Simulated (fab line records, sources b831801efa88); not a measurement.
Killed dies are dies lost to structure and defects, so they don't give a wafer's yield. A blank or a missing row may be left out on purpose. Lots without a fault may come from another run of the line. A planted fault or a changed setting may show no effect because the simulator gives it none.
A struck lot beside a sound one | flow gf180mcu | 15 steps out of a route of 602
Sound: wafers L759.1, L759.2, L759.3. Struck: wafers L758.1, L758.2, L758.4. The cause comes at the end.
At each step with rows: each side's tool, then ch and its chambers, then its first start. Under that, the readings that differ: sound wafers | struck wafers | difference of the means | sigmas: that difference in standard deviations of wafers without a fault.
alike: readings whose means differ by less than 2 such deviations, and words and numbers that are the same on both sides. not compared: withheld readings, readings that some wafer has no value for, bounds like >300 that may hide the same value, and numbers for which the record gives no deviation and whose values overlap.
The two part at a step that has a row with sigmas, a row that says differs or no value, or rows on one side only. Numbers that don't overlap but have no deviation are shown without sigmas and don't part them. A reading that every wafer of one side lacks parts them only if that side has two wafers or more.

first, 1 step without rows for these wafers: GF_SAB_DEVELOP_08 (develop time 60 s).
GF_SAB_CD_MEAS_09: target cd 420 nm.
  sound on cd_sem-02, day 19 10:51; struck on cd_sem-02, day 19 04:36
  alike: cd_nm
GF_SAB_OVL_MEAS_10:
  sound on overlay-02, day 19 10:58; struck on overlay-02, day 19 04:43
  alike: SAB_OVL
GF_SAB_ETCH_11: etches SiO2 in C4F8/O2/Ar, target depth 55 nm, time 8.5 s.
  sound on rie_diel-02 ch 0,1,2, day 19 11:01; struck on rie_diel-01 ch 0,1,2, day 19 04:46
  reading                | sound   | struck   | difference | sigmas
  rf_hours_counter_h (h) | 8 11 53 | 64 92 69 | +51        |
  alike: oes_product_au
then, 1 step without rows for these wafers: GF_SAB_WET_ETCH_12 (etches SiO2 in dHF, target depth 22 nm, time 440 s).
GF_SAB_STRIP_13: strips in O2/N2.
  sound on plasma_asher-01 ch 0,1, day 19 11:10; struck on plasma_asher-01 ch 0,1, day 19 04:55
  alike: drypump_motor_current_A, heater_power_w, oes_product_au, strip_time_to_endpoint_s
  not compared: rf_hours_counter_h
then, 2 steps without rows for these wafers: GF_SALICIDE_CLEAN_00 (cleans in SC1/SC2, time 150 s); GF_SALICIDE_WET_ETCH_01 (etches SiO2 in dHF, target depth 5 nm, time 100 s).
GF_SALICIDE_SPUTTER_02: material Co, target thk 10 nm, time 20 s.
  sound on pvd_sputter-04, day 19 11:21; struck on pvd_sputter-04, day 19 05:07
  alike: chamber_pressure_pa, throttle_valve_pct
GF_SALICIDE_SPUTTER_03: material TiN, target thk 20 nm, time 16.7 s.
  sound on pvd_sputter-04, day 19 11:23; struck on pvd_sputter-04, day 19 05:08
  alike: chamber_pressure_pa, throttle_valve_pct
GF_SALICIDE_RS_MEAS_04: measures by four-point-probe.
  sound on film_metro-01, day 19 11:24; struck on film_metro-04, day 19 05:10
  alike: SALICIDE_TIN_RS
GF_SALICIDE_THK_MEAS_05: measures by xrf.
  sound on film_metro-01, day 19 11:31; struck on film_metro-04, day 19 05:17
  alike: SALICIDE_TIN_THK
GF_SALICIDE_RTA_06: time 30 s.
  sound on rtp_anneal-01 ch 0, day 19 11:35; struck on rtp_anneal-02, day 19 05:20
  no value came back on the struck wafers for anneal_temp_c_max, chamber_o2_ppm, lamp_power_pct (%), wafer_temp_C_max; on the sound wafers anneal_temp_c_max reads 532.8 532.7 532.6
then, 1 step without rows for these wafers: GF_SALICIDE_WET_ETCH_07 (etches the open film in SPM, target depth 120 nm).
-- the record jumps here: 13 days lie between the struck wafers' starts before and after (it left off in module SALICIDE and takes up again in module PASSIVATION, whose first step shown is number 602 of the route) --
GF_PASSIVATION_PROBE_99:
  sound on prober-02, day 32 12:34; struck on prober-01, day 32 07:47
  reading                           | sound             | struck            | difference | sigmas
  model.etest.ppoly_sal.line_ohm_um | 28.74 28.23 28.7  | 1216 1284 1311    | +1242      |
  model.etest.npoly_sal.line_ohm_um | 28.61 28.11 28.71 | 1187 1234 1240    | +1192      |
  model.etest.pplus_sal.line_ohm_um | 35.69 35.83 34.51 | 843.5 843.2 843   | +807.9     |
  model.etest.ppoly_sal.rs_ohm_sq   | 7.337 7.321 7.401 | 343.8 362.2 368.9 | +350.9     |
  model.etest.npoly_sal.rs_ohm_sq   | 7.419 7.328 7.375 | 335 348.8 351.1   | +338       |
  model.etest.ppoly_u.end_ohm       | 31.23 31.37 29.96 | 290.4 297.2 296.2 | +263.7     |
  model.etest.nplus_sal.line_ohm_um | 31.78 31.86 31.2  | 279.1 278 271     | +244.4     |
  model.etest.contact_poly.rc_ohm   | 6.027 6.025 5.786 | 245.7 249.4 248   | +241.8     |

WHERE THEY PART
Only at GF_SALICIDE_RTA_06, within this record.

WHY: what the simulator had put in
Skipped step whole: rtp_anneal-02, from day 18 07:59 on, at GF_SALICIDE_RTA_06. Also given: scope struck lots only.
